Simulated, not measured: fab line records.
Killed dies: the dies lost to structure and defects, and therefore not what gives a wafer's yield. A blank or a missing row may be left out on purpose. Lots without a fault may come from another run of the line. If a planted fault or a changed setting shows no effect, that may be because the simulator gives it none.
Problem report, 8D (eight disciplines) form, completed by code ; flow gf180mcu ; the parts of the form that need people (team, actions taken, sign-off) are left out

1. PROBLEM STATEMENT
Wafers free of any fault read 1452 nm (standard deviation 22) for V5_CVD_02_THK at GF_V5_THK_MEAS_03, against a mean of 1234 nm on 6 wafers of 2 lots. That is -9.9 standard deviations from the usual mean.
First observed at day 29 03:13: wafer L509.2, on film metro-03. Wafers with a number at this step in the record: 33, from 11 lots. Rule for "out" (also "out of limits"): further than 4 standard deviations from the usual mean. The other wafers with a number count as sound.

2. WHAT IT IS AND WHAT IT IS NOT
question;is;is not
which readings at this step;V5_CVD_02_THK;-
which lots;L509, L513;L503, L504, L505, L516, L517, L519, L520, L521, L524
which wafers of those lots;all that have a number;-
read on which gauges;film metro-01, film metro-03;film metro-04
when;from day 29 03:13;"up to then (9 sound wafers); but 18 sound wafers of L516, L517, L519, L520, L521, L524 came after"

3. SUSPECTS, AND WHAT RULES EACH OUT
Counting: a tool at any process step up to the reading remains a suspect when it ran all the lots that are out and ran no sound lot after the first of those.
- the gauge at GF_V5_THK_MEAS_03 has been ruled out. Those wafers that are out were read across 2 gauges (film metro-01, film metro-03).
- pecvd-01 at GF_MIM_CVD_05 (deposits Si3N4, target thk 42 nm, time 29.086 s): ruled out as a lasting fault. After its first lot that is out, L509 (day 27 11:02), sound lots L517, L524 ran on it.
- plasma asher-04 at GF_M5_STRIP_11 (strips in O2/N2): ruled out as a lasting fault. After its first lot that is out, L509 (day 29 02:21), sound lots L521 ran on it.
- pecvd-03 at GF_V5_CVD_02 (deposits SiO2 from TEOS, target thk 1450 nm, time 163.28 s): ruled out as a lasting fault. After its first lot that is out, L509 (day 29 03:02), sound lots L524 ran on it.
Left after counting: nothing in the record.

4. THE CAUSE (what the simulator had put in)
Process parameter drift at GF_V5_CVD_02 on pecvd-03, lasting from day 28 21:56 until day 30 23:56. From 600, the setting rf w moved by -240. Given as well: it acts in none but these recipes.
Counting ruled it out, wrongly: the rule takes a fault to strike every lot that its tool runs from its start on, and this one did not.

5. SEQUENCE OF EFFECTS, ordered by route
Rows list readings where the struck wafers' mean (over those with a number) sits beyond 3 standard deviations from the usual. Only readings whose record carries a usual standard deviation are examined. hours: median over the lots of the time between each lot's start at the first step of this table that gives one and its start at this step. sigmas: the change, counted in usual standard deviations.
hours;step;reading;usual;on struck wafers;change;sigmas
0;GF_V5_CVD_02;rf fwd power W;597.6 W;358.0;-239.6;-99 or more
0;GF_V5_THK_MEAS_03;V5_CVD_02_THK;1452 nm;1234;-218;-9.9
It contains these process steps:
- GF_V5_CVD_02: deposits SiO2 from TEOS, target thk 1450 nm, time 163.28 s.

6. WHAT WOULD HAVE CAUGHT IT SOONER
Counted from the fault's start at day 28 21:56, it took 5 hours until the first out-of-limits reading at a measuring or inspecting step in this record, taken at day 29 03:13.
At GF_V5_CVD_02, the tool's own readings (rf fwd power W) were out on each struck wafer the step has a row for, so an alarm limit on them would have fired on the first such wafer.
